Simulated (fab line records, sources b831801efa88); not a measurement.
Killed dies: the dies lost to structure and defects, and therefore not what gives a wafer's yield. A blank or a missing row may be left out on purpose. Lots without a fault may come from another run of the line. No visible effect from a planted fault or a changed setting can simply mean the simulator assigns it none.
fab line records | flow sky130
[record] lots = 13 wafers = 39 last-day = 50
route steps=708 shown POLY_GATE@228 LDD_N@244 LDD_HVP@285 PAD_OPEN@708
lots that met no fault: from a run of the same line without faults
start-h: hours from the record's first day to the start of the lot's first wafer shown | wait-h: how many hours have passed since the lot's step before this one | " same as the row above | L1.1+2: a row that stands for several wafers | - either no value or no given start | * or withheld: withheld | < > ~ a bound
route shown NAME@n: NAME is a module with steps in the file, n the number in the route of the first one | usual: mean and standard deviation over wafers with no fault | same: alike in all rows | chamber/n: place in a boat | sites: readings site by site | _std_site: standard deviation of those values | _edge_site: outer sites' mean less inner sites' | radius-mm: how far each site lies from the wafer's centre | mask NAME#n: copy n | behind: the most recent tool/chamber to have shaped the wafer | hold: reason for holding the lot/hours on hold/outcome of the hold | device: names the non-switching transistor (n, p or np) | end of line: tests run on the same wafers once the route is complete | a step without rows: its recipe alone | killed: count of dies lost to structure and defects at first sort (not the wafer's yield) | map: per-die view of a wafer (x killed, . not killed, _ where there is no die)
set.NAME: setting as actually run; set.NAME@STEP: the setting as run at that earlier step | model.NAME: the simulator's own value behind a step, which no gauge read
one table for each step of the route and one row for each wafer, over a sample of lots
services: from which hour (start-h, from the record's first day; less than 0 if before it) a tool's chamber was out of use, for how many hours, and why
[[steps]]
[step SKY_POLY_GATE_OVL_MEAS_14]
[usual] POLY_GATE_OVL = -1/5.7
// columns lot.wafer tool chamber start-h wait-h POLY_GATE_OVL[nm]
L894.4 overlay-02 - 373.09 0.1 -7
L894.5 " - " " -3
L894.6 " - " " 0
L896.2 overlay-02 - 383.24 0.1 4
L896.3 " - " " 2
L896.6 " - " " 1
L900.2 overlay-01 - 437.76 0.1 3
L900.3 " - " " 11
L900.6 " - " " -8
L901.2 overlay-01 - 438.71 0.1 1
L901.5 " - " " -7
L901.6 " - " " -2
L906.2 overlay-01 - 479.43 0.1 -6
L906.3 " - " " 5
L906.6 " - " " -2
L905.1 overlay-02 - 479.63 0.1 -5
L905.4 " - " " -6
L905.6 " - " " 0
L908.2 overlay-02 - 489.71 0.1 -6
L908.4 " - " " -2
L908.5 " - " " -4
L907.2 overlay-02 - 492.51 0.1 -17
L907.3 " - " " -6
L907.4 " - " " -11
L911.2 overlay-01 - 514.98 0.1 2
L911.4 " - " " 4
L911.5 " - " " -1
L913.1 overlay-02 - 529.32 0.1 5
L913.2 " - " " 0
L913.6 " - " " 1
L914.3 overlay-02 - 540.59 0.1 2
L914.4 " - " " -5
L914.5 " - " " 7
L915.3 overlay-01 - 552.21 0.1 1
L915.5 " - " " 2
L915.6 " - " " 10
L917.1 overlay-01 - 577.02 0.1 -3
L917.5 " - " " -1
L917.6 " - " " -4
[step SKY_LDD_N_OVL_MEAS_07]
[usual] LDD_N_OVL = -1.6/1.6
// columns lot.wafer tool chamber start-h wait-h LDD_N_OVL[nm]
L894.4 overlay-02 - 403.67 0.1 0.9
L894.5 " - " " -0.3
L894.6 " - " " -0.3
L896.2 overlay-02 - 414.94 0.1 -3.1
L896.3 " - " " -1.9
L896.6 " - " " -2.2
L900.2 overlay-02 - 469.52 0.1 -2.6
L900.3 " - " " -1.4
L900.6 " - " " -2.8
L901.2 overlay-01 - 471.02 0.1 -3.3
L901.5 " - " " -4.7
L901.6 " - " " -2.0
L906.2 overlay-01 - 513.67 0.1 -2.2
L906.3 " - " " -0.5
L906.6 " - " " 0.0
L905.1 overlay-02 - 513.96 0.1 -1.8
L905.4 " - " " -2.2
L905.6 " - " " -1.0
L908.2 overlay-01 - 521.44 0.1 2.3
L908.4 " - " " 0.9
L908.5 " - " " 1.1
L907.2 overlay-01 - 524.86 0.1 -2.1
L907.3 " - " " -2.3
L907.4 " - " " -1.8
L911.2 overlay-01 - 548.87 0.1 0.1
L911.4 " - " " -0.5
L911.5 " - " " -1.0
L913.1 overlay-01 - 561.96 0.1 -2.3
L913.2 " - " " 0.0
L913.6 " - " " -2.9
L914.3 overlay-01 - 570.52 0.1 -3.7
L914.4 " - " " -3.4
L914.5 " - " " -3.9
L915.3 overlay-01 - 583.42 0.1 -0.5
L915.5 " - " " -1.7
L915.6 " - " " -1.2
L917.1 overlay-02 - 608.40 0.1 1.5
L917.5 " - " " 0.4
L917.6 " - " " 0.0
[step SKY_LDD_HVP_OVL_MEAS_07]
[usual] LDD_HVP_OVL = -0.6/1.2
// columns lot.wafer tool chamber start-h wait-h LDD_HVP_OVL[nm]
L894.4 overlay-01 - 494.67 0.1 -1.4
L894.5 " - " " -2.7
L894.6 " - " " -1.3
L896.2 overlay-02 - 508.11 0.1 0.7
L896.3 " - " " -0.3
L896.6 " - " " -0.7
L900.2 overlay-02 - 561.16 0.1 1.1
L900.3 " - " " -0.3
L900.6 " - " " -2.4
L901.2 overlay-02 - 562.87 0.1 -2.1
L901.5 " - " " -2.9
L901.6 " - " " -2.0
L906.2 overlay-02 - 603.69 0.1 -1.0
L906.3 " - " " -1.5
L906.6 " - " " 1.0
L905.1 overlay-02 - 604.45 0.1 0.2
L905.4 " - " " 0.1
L905.6 " - " " 0.6
L908.2 overlay-01 - 611.57 0.1 -2.9
L908.4 " - " " -2.8
L908.5 " - " " 0.0
L907.2 overlay-01 - 614.64 0.1 2.8
L907.3 " - " " 0.2
L907.4 " - " " 0.9
L911.2 overlay-01 - 639.11 0.1 0.2
L911.4 " - " " -0.7
L911.5 " - " " 0.0
L913.1 overlay-01 - 650.81 0.1 -1.6
L913.2 " - " " -0.8
L913.6 " - " " -2.3
L914.3 overlay-01 - 660.22 0.1 -1.3
L914.4 " - " " -1.2
L914.5 " - " " -0.9
L915.3 overlay-02 - 673.62 0.1 0.5
L915.5 " - " " 0.4
L915.6 " - " " 1.5
L917.1 overlay-01 - 697.06 0.1 -0.6
L917.5 " - " " -1.8
L917.6 " - " " 0.6
[step SKY_LDD_HVP_IMPLANT_08]
[recipe] species = B energy-kev = 20 dose-cm2 = 1.7e+13 tilt-deg = 17.9
[usual] beam-on-s = 10.01/0.2 dose-ions-cm2 = 1.7003e+13/2e+10 end-station-pressure-torr = 5.11e-06/2.6e-07 faraday-current-uA = 95.8/1.9
[same] implant-ion-amu = 11
// columns lot.wafer tool chamber start-h wait-h beam-on-s dose-ions-cm2 end-station-pressure-torr faraday-current-uA
L894.4 implanter-01 0 494.77 0.1 9.95 1.7043e+13 5.12e-06 96.3
L894.5 " 0 " " 10.00 1.7039e+13 4.71e-06 96.2
L894.6 " 0 " " 10.07 1.7044e+13 4.99e-06 95.7
L896.2 implanter-01 0 508.17 0.0 9.64 1.6986e+13 5.05e-06 99.3
L896.3 " 0 " " 10.10 1.7019e+13 4.67e-06 94.6
L896.6 " 0 " " 9.96 1.7015e+13 5.2e-06 96.2
L900.2 implanter-02 0 561.22 0.0 10.07 1.7008e+13 5.31e-06 95.5
L900.3 " 0 " " 10.24 1.6981e+13 4.95e-06 93.4
L900.6 " 0 " " 10.02 1.7024e+13 5.11e-06 95.2
L901.2 implanter-04 0 562.92 0.0 10.22 1.6995e+13 5.26e-06 94.4
L901.5 " 0 " " 10.19 1.7016e+13 5.18e-06 94.4
L901.6 " 0 " " 10.13 1.7039e+13 5.53e-06 94.5
L906.2 implanter-02 0 603.74 0.0 11.20 1.6993e+13 6.374e-05 82.4
L906.3 " 0 " " 10.72 1.6973e+13 6.058e-05 86.7
L906.6 " 0 " " 10.88 1.7015e+13 5.905e-05 85.0
L905.1 implanter-02 0 604.49 0.0 11.10 1.6992e+13 5.795e-05 83.2
L905.4 " 0 " " 10.81 1.7002e+13 6.494e-05 85.6
L905.6 " 0 " " 10.72 1.6971e+13 6.249e-05 86.3
L908.2 implanter-04 0 611.62 0.0 10.17 1.6967e+13 5.31e-06 94.0
L908.4 " 0 " " 10.25 1.7001e+13 5.19e-06 94.0
L908.5 " 0 " " 9.88 1.6996e+13 4.83e-06 97.4
L907.2 implanter-01 0 614.69 0.0 9.85 1.6978e+13 4.99e-06 97.1
L907.3 " 0 " " 9.93 1.7012e+13 4.92e-06 96.9
L907.4 " 0 " " 10.04 1.7004e+13 5e-06 95.1
L911.2 implanter-04 0 639.17 0.0 10.13 1.6992e+13 5.17e-06 94.2
L911.4 " 0 " " 9.91 1.7008e+13 4.72e-06 96.6
L911.5 " 0 " " 9.77 1.6996e+13 5.18e-06 97.9
L913.1 implanter-04 0 650.85 0.0 9.86 1.7022e+13 5.16e-06 97.2
L913.2 " 0 " " 10.04 1.6994e+13 4.77e-06 95.3
L913.6 " 0 " " 9.79 1.7003e+13 5.57e-06 97.9
L914.3 implanter-02 0 660.30 0.1 9.78 1.6988e+13 5.16e-06 97.7
L914.4 " 0 " " 10.18 1.7017e+13 4.93e-06 94.0
L914.5 " 0 " " 9.94 1.6983e+13 5.48e-06 96.7
L915.3 implanter-04 0 673.74 0.1 9.87 1.6979e+13 4.8e-06 96.9
L915.5 " 0 " " 10.18 1.6982e+13 5.46e-06 94.3
L915.6 " 0 " " 10.14 1.6987e+13 4.69e-06 94.7
L917.1 implanter-04 0 697.10 0.0 10.07 1.6999e+13 4.98e-06 95.4
L917.5 " 0 " " 10.05 1.7021e+13 5.17e-06 95.4
L917.6 " 0 " " 10.28 1.7029e+13 5.06e-06 93.3
[step SKY_LDD_HVP_TW_MEAS_10]
[usual] LDD_HVP_TW = 459.5/2.7
// columns lot.wafer tool chamber start-h wait-h LDD_HVP_TW
L894.4 film-metro-03 - 494.97 0.1 461.4
L894.5 " - " " 461.0
L894.6 " - " " 459.2
L896.2 film-metro-03 - 508.40 0.1 463.9
L896.3 " - " " 462.4
L896.6 " - " " 460.6
L900.2 film-metro-02 - 561.45 0.1 455.7
L900.3 " - " " 461.6
L900.6 " - " " 456.2
L901.2 film-metro-03 - 563.16 0.1 456.4
L901.5 " - " " 458.4
L901.6 " - " " 457.4
L906.2 film-metro-03 - 603.98 0.1 473.6
L906.3 " - " " 474.1
L906.6 " - " " 471.8
L905.1 film-metro-01 - 604.74 0.1 468.3
L905.4 " - " " 468.9
L905.6 " - " " 471.1
L908.2 film-metro-03 - 611.86 0.1 459.3
L908.4 " - " " 459.2
L908.5 " - " " 460.3
L907.2 film-metro-03 - 614.93 0.1 459.6
L907.3 " - " " 457.3
L907.4 " - " " 460.2
L911.2 film-metro-03 - 639.40 0.1 455.1
L911.4 " - " " 456.8
L911.5 " - " " 455.8
L913.1 film-metro-01 - 651.10 0.1 454.0
L913.2 " - " " 451.8
L913.6 " - " " 452.7
L914.3 film-metro-03 - 660.52 0.1 464.2
L914.4 " - " " 461.5
L914.5 " - " " 460.3
L915.3 film-metro-02 - 674.06 0.1 463.1
L915.5 " - " " 463.7
L915.6 " - " " 464.4
L917.1 film-metro-03 - 697.35 0.1 458.1
L917.5 " - " " 456.3
L917.6 " - " " 459.3
[step SKY_PAD_OPEN_PROBE_99]
[usual] killed_at_M0_to_M3 = 42/6.4 killed_at_M4_up = 3.2/1.9 killed-at-contacts = 24/4.8 killed-at-front-end = 16/4.4 killed-at-other = 0.3/0.55 killed-dies = 86/8.6 killed-open = 46/6.6 killed-short = 39/5.7
[same] gross-dies = 492 killed-at-back-side = 0
// columns lot.wafer tool chamber start-h wait-h killed_at_M0_to_M3 killed_at_M4_up killed-at-contacts killed-at-front-end killed-at-other killed-dies killed-open killed-short
L894.4 prober-02 - 1075.09 0.2 45 2 23 21 0 91 46 44
L894.5 prober-02 - 1075.14 0.2 42 3 24 15 0 84 51 31
L894.6 prober-02 - 1075.19 0.2 38 4 19 14 0 75 42 32
L896.2 prober-01 - 1082.83 0.1 51 5 16 24 0 96 48 48
L896.3 prober-01 - 1082.88 0.2 42 5 20 34 0 101 54 47
L896.6 prober-01 - 1083.03 0.2 49 4 19 19 0 91 46 45
L900.2 prober-02 - 1120.31 0.1 34 2 23 14 0 73 33 40
L900.3 prober-02 - 1120.36 0.2 44 4 19 17 1 85 49 35
L900.6 prober-02 - 1120.51 0.2 40 5 32 12 1 90 49 40
L901.2 prober-01 - 1123.06 0.1 36 5 17 13 0 71 39 32
L901.5 prober-01 - 1123.21 0.2 59 3 30 15 0 107 53 54
L901.6 prober-01 - 1123.26 0.2 45 4 33 13 0 95 56 38
L906.2 prober-01 - 1146.35 0.1 35 4 20 15 1 75 46 28
L906.3 prober-01 - 1146.40 0.2 54 0 25 18 1 98 61 36
L906.6 prober-01 - 1146.55 0.2 47 5 32 13 0 97 44 53
L905.1 prober-02 - 1150.48 0.1 37 4 28 15 0 84 53 31
L905.4 prober-02 - 1150.63 0.2 34 4 28 12 0 78 38 40
L905.6 prober-02 - 1150.73 0.2 40 2 27 20 0 89 47 42
L908.2 prober-01 - 1153.97 0.1 47 3 22 18 0 90 40 50
L908.4 prober-01 - 1154.07 0.2 42 4 24 13 0 83 38 44
L908.5 prober-01 - 1154.12 0.2 29 2 33 14 0 78 51 26
L907.2 prober-02 - 1156.33 0.1 36 4 25 17 0 82 40 41
L907.3 prober-02 - 1156.38 0.2 48 6 23 10 0 87 42 43
L907.4 prober-02 - 1156.43 0.2 51 6 20 20 0 97 49 47
L911.2 prober-01 - 1172.42 0.1 50 3 29 11 0 93 53 39
L911.4 prober-01 - 1172.52 0.2 49 3 23 14 0 89 42 47
L911.5 prober-01 - 1172.57 0.2 37 1 27 10 0 75 44 31
L913.1 prober-01 - 1178.38 0.1 38 4 23 18 0 83 45 38
L913.2 prober-01 - 1178.43 0.1 42 7 24 18 1 92 51 41
L913.6 prober-01 - 1178.63 0.2 47 3 28 8 0 86 52 34
L914.3 prober-01 - 1182.80 0.2 33 9 22 20 0 84 47 37
L914.4 prober-01 - 1182.85 0.2 47 1 21 15 1 85 51 34
L914.5 prober-01 - 1182.90 0.2 41 5 21 15 0 82 40 42
L915.3 prober-02 - 1191.67 0.2 42 4 27 18 1 92 58 34
L915.5 prober-02 - 1191.77 0.2 51 2 18 19 1 91 47 44
L915.6 prober-02 - 1191.82 0.2 44 2 18 19 0 83 49 34
L917.1 prober-01 - 1205.04 0.1 47 1 27 10 0 85 44 40
L917.5 prober-01 - 1205.24 0.2 42 4 15 15 0 76 39 37
L917.6 prober-01 - 1205.29 0.2 32 4 24 10 0 70 36 34
// killed by level:class
L894.4 VIA1:geometric-particle:open=10 VIA3:geometric-particle:open=9 FIELD_ISO:geometric-particle:short=7 CONTACT:geometric-particle:open=7 METAL2:geometric-particle:short=7 METAL1:geometric-particle:short=6 POLY_GATE:geometric-particle:short=5 LI_CONTACT:geometric-particle:open=5
L894.5 CONTACT:geometric-particle:open=10 VIA1:geometric-particle:open=9 VIA3:geometric-particle:open=9 VIA2:geometric-particle:open=7 POLY_GATE:geometric-particle:short=6 LI_CONTACT:geometric-particle:open=6 METAL1:geometric-particle:short=5 POLY_GATE:geometric-particle:open=4
L894.6 VIA1:geometric-particle:open=11 CONTACT:geometric-particle:open=9 VIA1:geometric-particle:short=6 POLY_GATE:geometric-particle:open=4 METAL2:geometric-particle:short=4 POLY_GATE:geometric-particle:short=3 LI_CONTACT:geometric-particle:short=3 CONTACT:geometric-particle:short=3
L896.2 VIA1:geometric-particle:open=14 VIA2:geometric-particle:open=11 POLY_GATE:geometric-particle:short=7 FIELD_ISO:geometric-particle:short=6 VIA3:geometric-particle:open=6 METAL4:geometric-particle:short=5 LI_CONTACT:geometric-particle:open=5 METAL1:geometric-particle:short=5
L896.3 VIA1:geometric-particle:open=15 FIELD_ISO:geometric-particle:short=13 FIELD_ISO:geometric-particle:open=10 VIA2:geometric-particle:open=8 POLY_GATE:geometric-particle:open=7 CONTACT:geometric-particle:short=6 VIA1:geometric-particle:short=6 CONTACT:geometric-particle:open=5
L896.6 VIA1:geometric-particle:open=15 VIA1:geometric-particle:short=9 VIA2:geometric-particle:open=9 FIELD_ISO:geometric-particle:open=6 CONTACT:geometric-particle:open=6 CONTACT:geometric-particle:short=6 METAL2:geometric-particle:short=6 FIELD_ISO:geometric-particle:short=4
L900.2 CONTACT:geometric-particle:short=8 VIA2:geometric-particle:open=6 CONTACT:geometric-particle:open=6 VIA1:geometric-particle:open=6 FIELD_ISO:geometric-particle:short=5 POLY_GATE:geometric-particle:short=5 VIA3:geometric-particle:open=5 METAL2:geometric-particle:short=5
L900.3 VIA1:geometric-particle:open=11 VIA3:geometric-particle:open=10 CONTACT:geometric-particle:open=7 FIELD_ISO:geometric-particle:short=6 LI_CONTACT:geometric-particle:open=5 METAL1:geometric-particle:short=5 LOCAL_INTERCONNECT:geometric-particle:short=4 METAL4:geometric-particle:short=4
L900.6 CONTACT:geometric-particle:open=9 LI_CONTACT:geometric-particle:open=8 VIA1:geometric-particle:open=7 METAL1:geometric-particle:short=6 VIA3:geometric-particle:short=6 VIA3:geometric-particle:open=6 LOCAL_INTERCONNECT:geometric-particle:short=5 CONTACT:geometric-particle:short=5
L901.2 VIA1:geometric-particle:open=9 VIA3:geometric-particle:open=8 CONTACT:geometric-particle:open=6 VIA1:geometric-particle:short=6 CONTACT:geometric-particle:short=4 FIELD_ISO:geometric-particle:open=3 LOCAL_INTERCONNECT:geometric-particle:short=3 VIA2:geometric-particle:short=3
L901.5 VIA1:geometric-particle:open=16 VIA1:geometric-particle:short=10 METAL2:geometric-particle:short=8 VIA3:geometric-particle:open=8 CONTACT:geometric-particle:open=7 METAL1:geometric-particle:short=7 POLY_GATE:geometric-particle:open=6 LI_CONTACT:geometric-particle:open=6
L901.6 VIA1:geometric-particle:open=14 LI_CONTACT:geometric-particle:open=10 CONTACT:geometric-particle:open=8 VIA2:geometric-particle:open=7 CONTACT:geometric-particle:short=6 METAL2:geometric-particle:short=6 FIELD_ISO:geometric-particle:short=5 POLY_GATE:geometric-particle:open=5
L906.2 VIA1:geometric-particle:open=13 CONTACT:geometric-particle:open=7 LI_CONTACT:geometric-particle:open=5 METAL2:geometric-particle:short=5 FIELD_ISO:geometric-particle:open=4 VIA3:geometric-particle:open=4 FIELD_ISO:geometric-particle:short=3 POLY_GATE:geometric-particle:open=3
L906.3 VIA1:geometric-particle:open=14 CONTACT:geometric-particle:open=12 VIA2:geometric-particle:open=8 POLY_GATE:geometric-particle:open=7 VIA1:geometric-particle:short=5 VIA3:geometric-particle:open=4 LI_CONTACT:geometric-particle:open=4 LOCAL_INTERCONNECT:geometric-particle:short=4
L906.6 CONTACT:geometric-particle:open=9 LI_CONTACT:geometric-particle:open=8 VIA3:geometric-particle:open=8 LOCAL_INTERCONNECT:geometric-particle:short=7 CONTACT:geometric-particle:short=7 VIA1:geometric-particle:open=7 METAL1:geometric-particle:short=6 VIA1:geometric-particle:short=5
L905.1 CONTACT:geometric-particle:open=14 VIA2:geometric-particle:open=11 VIA1:geometric-particle:open=8 LI_CONTACT:geometric-particle:open=7 FIELD_ISO:geometric-particle:open=6 METAL1:geometric-particle:short=6 METAL4:geometric-particle:short=4 FIELD_ISO:geometric-particle:short=3
L905.4 VIA1:geometric-particle:open=9 CONTACT:geometric-particle:short=8 LI_CONTACT:geometric-particle:open=6 LOCAL_INTERCONNECT:geometric-particle:short=5 VIA2:geometric-particle:open=5 FIELD_ISO:geometric-particle:open=4 VIA1:geometric-particle:short=4 METAL1:geometric-particle:short=4
L905.6 CONTACT:geometric-particle:open=10 VIA1:geometric-particle:open=10 VIA2:geometric-particle:open=8 FIELD_ISO:geometric-particle:short=7 LI_CONTACT:geometric-particle:open=7 LOCAL_INTERCONNECT:geometric-particle:short=6 VIA3:geometric-particle:open=6 VIA2:geometric-particle:short=5
L908.2 METAL1:geometric-particle:short=11 VIA2:geometric-particle:open=10 METAL2:geometric-particle:short=8 CONTACT:geometric-particle:open=6 VIA1:geometric-particle:open=6 LI_CONTACT:geometric-particle:open=5 LI_CONTACT:geometric-particle:short=5 LOCAL_INTERCONNECT:geometric-particle:short=5
L908.4 VIA1:geometric-particle:open=11 CONTACT:geometric-particle:open=7 CONTACT:geometric-particle:short=5 METAL2:geometric-particle:short=5 VIA2:geometric-particle:open=5 FIELD_ISO:geometric-particle:short=4 METAL4:geometric-particle:short=4 LI_CONTACT:geometric-particle:open=4
L908.5 CONTACT:geometric-particle:open=18 LI_CONTACT:geometric-particle:open=7 VIA1:geometric-particle:open=7 VIA3:geometric-particle:open=6 CONTACT:geometric-particle:short=5 FIELD_ISO:geometric-particle:open=4 VIA2:geometric-particle:open=4 POLY_GATE:geometric-particle:short=3
L907.2 LI_CONTACT:geometric-particle:open=10 FIELD_ISO:geometric-particle:open=6 FIELD_ISO:geometric-particle:short=6 CONTACT:geometric-particle:open=6 VIA3:geometric-particle:short=6 METAL2:geometric-particle:short=5 VIA2:geometric-particle:open=5 CONTACT:geometric-particle:short=4
L907.3 CONTACT:geometric-particle:open=10 LI_CONTACT:geometric-particle:open=7 METAL1:geometric-particle:short=7 VIA1:geometric-particle:short=6 VIA1:geometric-particle:open=6 METAL2:geometric-particle:short=6 VIA2:geometric-particle:open=6 VIA3:geometric-particle:open=5
L907.4 VIA1:geometric-particle:open=11 CONTACT:geometric-particle:open=11 METAL2:geometric-particle:short=8 METAL1:geometric-particle:short=8 VIA2:geometric-particle:open=6 FIELD_ISO:geometric-particle:short=5 POLY_GATE:geometric-particle:short=5 LI_CONTACT:geometric-particle:open=5
L911.2 CONTACT:geometric-particle:open=13 VIA1:geometric-particle:open=10 VIA2:geometric-particle:open=9 VIA3:geometric-particle:open=8 VIA1:geometric-particle:short=8 CONTACT:geometric-particle:short=7 LOCAL_INTERCONNECT:geometric-particle:short=5 METAL1:geometric-particle:short=4
L911.4 METAL1:geometric-particle:short=8 VIA2:geometric-particle:open=8 VIA3:geometric-particle:short=8 CONTACT:geometric-particle:open=7 LI_CONTACT:geometric-particle:open=6 FIELD_ISO:geometric-particle:short=5 VIA3:geometric-particle:open=5 LOCAL_INTERCONNECT:geometric-particle:short=4
L911.5 CONTACT:geometric-particle:open=13 LI_CONTACT:geometric-particle:open=7 METAL1:geometric-particle:short=6 VIA3:geometric-particle:open=6 VIA2:geometric-particle:open=5 VIA1:geometric-particle:open=5 METAL2:geometric-particle:short=4 FIELD_ISO:geometric-particle:open=3
L913.1 LI_CONTACT:geometric-particle:open=9 VIA2:geometric-particle:open=7 VIA3:geometric-particle:open=7 VIA1:geometric-particle:open=7 FIELD_ISO:geometric-particle:short=6 CONTACT:geometric-particle:open=6 METAL2:geometric-particle:short=6 METAL1:geometric-particle:short=4
L913.2 VIA1:geometric-particle:open=10 LI_CONTACT:geometric-particle:open=9 CONTACT:geometric-particle:open=7 VIA1:geometric-particle:short=7 VIA3:geometric-particle:open=7 FIELD_ISO:geometric-particle:short=6 CONTACT:geometric-particle:short=6 METAL4:geometric-particle:short=5
L913.6 VIA2:geometric-particle:open=13 CONTACT:geometric-particle:open=11 LI_CONTACT:geometric-particle:open=7 VIA1:geometric-particle:open=7 VIA3:geometric-particle:open=6 METAL1:geometric-particle:short=5 METAL2:geometric-particle:short=4 LOCAL_INTERCONNECT:geometric-particle:open=4
L914.3 VIA1:geometric-particle:open=11 CONTACT:geometric-particle:open=9 LI_CONTACT:geometric-particle:open=6 METAL4:geometric-particle:short=6 POLY_GATE:geometric-particle:short=5 METAL2:geometric-particle:short=5 VIA3:geometric-particle:open=5 FIELD_ISO:geometric-particle:open=4
L914.4 VIA3:geometric-particle:open=11 CONTACT:geometric-particle:open=10 METAL1:geometric-particle:short=8 VIA1:geometric-particle:open=7 LI_CONTACT:geometric-particle:open=7 FIELD_ISO:geometric-particle:short=6 METAL2:geometric-particle:short=5 SPACER:geometric-particle:open=3
L914.5 VIA1:geometric-particle:open=11 FIELD_ISO:geometric-particle:short=8 METAL2:geometric-particle:short=8 VIA3:geometric-particle:open=8 LI_CONTACT:geometric-particle:open=5 LI_CONTACT:geometric-particle:short=4 LOCAL_INTERCONNECT:geometric-particle:short=4 CONTACT:geometric-particle:open=4
L915.3 CONTACT:geometric-particle:open=12 VIA1:geometric-particle:open=11 FIELD_ISO:geometric-particle:open=6 LI_CONTACT:geometric-particle:open=6 VIA2:geometric-particle:open=6 POLY_GATE:geometric-particle:open=5 METAL2:geometric-particle:short=5 VIA3:geometric-particle:open=4
L915.5 VIA1:geometric-particle:open=8 VIA3:geometric-particle:short=7 CONTACT:geometric-particle:short=7 CONTACT:geometric-particle:open=7 VIA2:geometric-particle:open=7 FIELD_ISO:geometric-particle:short=6 VIA1:geometric-particle:short=6 FIELD_ISO:geometric-particle:open=5
L915.6 VIA1:geometric-particle:open=12 FIELD_ISO:geometric-particle:open=6 CONTACT:geometric-particle:open=6 VIA2:geometric-particle:open=6 VIA1:geometric-particle:short=5 VIA3:geometric-particle:open=5 FIELD_ISO:geometric-particle:short=4 LI_CONTACT:geometric-particle:open=4
L917.1 VIA1:geometric-particle:short=13 CONTACT:geometric-particle:open=12 VIA1:geometric-particle:open=10 METAL2:geometric-particle:short=8 LI_CONTACT:geometric-particle:open=5 LOCAL_INTERCONNECT:geometric-particle:short=5 VIA2:geometric-particle:open=5 VIA3:geometric-particle:open=4
L917.5 VIA1:geometric-particle:open=8 CONTACT:geometric-particle:open=7 METAL1:geometric-particle:short=7 POLY_GATE:geometric-particle:open=6 METAL2:geometric-particle:short=5 VIA1:geometric-particle:short=5 LI_CONTACT:geometric-particle:open=4 VIA3:geometric-particle:open=4
L917.6 VIA1:geometric-particle:open=7 CONTACT:geometric-particle:open=6 FIELD_ISO:geometric-particle:short=5 LI_CONTACT:geometric-particle:short=5 LI_CONTACT:geometric-particle:open=5 VIA2:geometric-particle:open=5 METAL2:geometric-particle:short=5 VIA3:geometric-particle:open=5
[[services]]
// columns tool chamber start-h hours kind
implanter-02 - 500.77 5.9 pm
implanter-02 - 519.02 1.9 repair
implanter-01 - 526.52 0.7 repair
implanter-01 - 561.96 22.0 pm
implanter-04 - 567.32 5.9 pm
implanter-04 - 584.45 1.7 repair
implanter-02 - 585.96 0.7 repair
implanter-02 - 617.39 8.2 repair
implanter-04 - 618.39 2.8 pm
implanter-02 - 625.79 0.6 repair
[[key]]
[first-sign] step = SKY_LDD_HVP_IMPLANT_08 reading = end-station-pressure-torr direction = up sigmas = 99+ usual = 5.11e-06 struck = 6.146e-05
[effect] step = SKY_LDD_HVP_IMPLANT_08 reading = faraday-current-uA direction = down sigmas = 5.7 usual = 95.8 struck = 84.9
[effect] step = SKY_LDD_HVP_TW_MEAS_10 reading = LDD_HVP_TW direction = up sigmas = 4.3 usual = 459.5 struck = 471.3
met-at SKY_LDD_HVP_IMPLANT_08
struck-lots L905,L906
tester-left-out L905,L906
not-acting-at SKY_POLY_GATE_OVL_MEAS_14,SKY_LDD_N_OVL_MEAS_07,SKY_LDD_HVP_OVL_MEAS_07
onset-between 561.22 603.74
[fault] kind = process-parameter-drift tool = implanter-02 chamber = - onset-h = 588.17 steps = SKY_LDD_HVP_IMPLANT_08 channel = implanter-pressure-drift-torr offset = 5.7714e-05 shape = step end-h = 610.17
[fault] kind = process-parameter-drift tool = implanter-02 chamber = - onset-h = 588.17 steps = SKY_LDD_HVP_IMPLANT_08 channel = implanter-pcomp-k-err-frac offset = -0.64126 shape = step end-h = 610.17
// tester-left-out: of these lots the tester's yield and bins aren't shown, on N5 and GAA mostly nor the transistor test; their killed dies are dies lost to structure and defects alone, not to doping, threshold or leakage, so they don't give the yield
